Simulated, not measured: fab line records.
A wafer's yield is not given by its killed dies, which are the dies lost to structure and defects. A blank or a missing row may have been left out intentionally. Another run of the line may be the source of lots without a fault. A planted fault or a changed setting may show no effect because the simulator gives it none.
One fault through the eyes of 2 desks    flow sky130    numbers are kept per desk, each desk with only its own; the story behind them comes last

== DESK OF THE TOOL OWNER: implanter-04 ==
The tool's own readings at SKY_NWELL_IMPLANT_11: means of the sampled wafers that have a number, for each lot that ran on this tool. If a lot's mean is further than 4 standard deviations from the usual mean, the lot is out of limits and carries the mark OUT (the distance appears in the brackets).
Columns: A = beamEnergyKeV at SKY_NWELL_IMPLANT_11, usual 400.01
lot   first seen here  A
L544  day 5 18:57      400.01
L548  day 6 22:07      407.28 (+56) OUT
L550  day 7 02:26      407.15 (+55) OUT
L560  day 9 16:21      399.99
L564  day 10 08:04     399.98
This desk's finding: out of limits on L548, L550; first on L548, day 6 22:07 (beamEnergyKeV at SKY_NWELL_IMPLANT_11). Within limits: L544, L560, L564.

== FROM THE METROLOGY DESK ==
Means of the sampled wafers that have a number, per lot and without regard to the tool the lot ran on: this is what the gauges read. If a lot's mean is further than 4 standard deviations from the usual mean, the lot is out of limits and carries the mark OUT (the distance appears in the brackets).
Columns: A = VT_ADJUST_HVTR_OVL at SKY_VT_ADJUST_HVTR_OVL_MEAS_08, usual -0.6 nm; B = SONOS_TUNNEL_OVL at SKY_SONOS_TUNNEL_OVL_MEAS_08, usual -1.1 nm
lot   first seen here  A     B
L541  day 9 04:20      -1.4  -2.0
L544  day 10 20:46     -0.7  -0.4
L545  day 12 00:22     0.0   -2.2
L548  day 12 12:25     1.5   -0.2
L550  day 12 13:52     0.3   -1.0
L556  day 14 20:00     -1.1  -3.1
L557  day 14 20:18     -1.6  0.4
L559  day 15 12:34     -0.3  -0.9
L558  day 15 15:25     -1.4  -0.9
L560  day 15 21:19     -0.4  -0.0
L562  day 16 05:34     -0.3  -0.6
L563  day 16 08:19     0.4   -2.2
L564  day 16 13:51     -1.3  -0.7
Result from this desk: across the 13 lots, nothing is out of limits.

== TAKEN TOGETHER ==
At day 6 22:07, on L548, L550, the tool owner's desk was in a position to raise an alarm.
From the metrology desk's view, nothing was out of limits.
The metrology desk has L548, L550 on record, within its limits.
Of the lots named, all ran SKY_NWELL_IMPLANT_11 on implanter-04.

== WHAT THE SIMULATOR HAD INSERTED ==
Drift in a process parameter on implanter-04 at SKY_NWELL_IMPLANT_11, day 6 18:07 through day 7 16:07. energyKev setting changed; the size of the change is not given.
Struck lots among those shown: L548, L550.
Time in hours from fault onset to the first out-of-limits reading at each desk: the tool owner's desk, 4.
